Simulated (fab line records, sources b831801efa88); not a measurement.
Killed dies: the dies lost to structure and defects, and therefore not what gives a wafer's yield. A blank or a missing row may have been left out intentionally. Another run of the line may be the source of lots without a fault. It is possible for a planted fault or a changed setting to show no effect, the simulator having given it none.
Matching of chambers | flow sky130 | SKY_CONTACT_CMP_27 on cmp-02: 4 sister chambers
The step polishes, stops on SiO2, t overpolish 15 s, target thk 0 nm. 4 wafers are shown with their chamber, then 8 later ones without.

## EACH WAFER AND ITS CHAMBER
wafer  | chamber | motorCurrentA (A)
L948.3 | 1       | 11.4
L949.1 | 2       | 11.9
L949.2 | 3       | 9.0
L950.1 | 0       | 10.6

## WAFERS WITH NO CHAMBER GIVEN
wafer  | motorCurrentA (A)
L950.2 | 9.9
L950.4 | 12.2
L952.3 | 12.0
L952.4 | 10.2
L952.5 | 11.5
L953.2 | 11.5
L953.3 | 11.7
L953.4 | 9.3

## CHAMBER TAKEN BY EACH
wafer  | from the rows above     | in truth
L950.2 | can't be placed: 0 or 3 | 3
L950.4 | can't be placed: 2 or 1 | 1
L952.3 | can't be placed: 2 or 1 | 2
L952.4 | 0                       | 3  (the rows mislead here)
L952.5 | can't be placed: 1 or 2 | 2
L953.2 | can't be placed: 1 or 2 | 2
L953.3 | can't be placed: 2 or 1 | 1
L953.4 | 3                       | 3
Correct placement for 1 of the 8. These rows do not allow placing 6 (true chamber among the candidates in 6). Wrongly placed: 1.
How it was worked out, from the rows above alone: a wafer's distance from a chamber is the root of the sum, over the readings, of the square of ((its reading less the chamber's mean) divided by the reading's scatter). If the next closest chamber is less than 2 further off than the closest, the wafer can't be placed; otherwise it belongs to the closest. For every chamber, the mean is computed from those of its wafers that are shown. The scatter: with one shown wafer a chamber, the root of the mean of the squares of how far each hidden wafer lies from its nearest shown one.
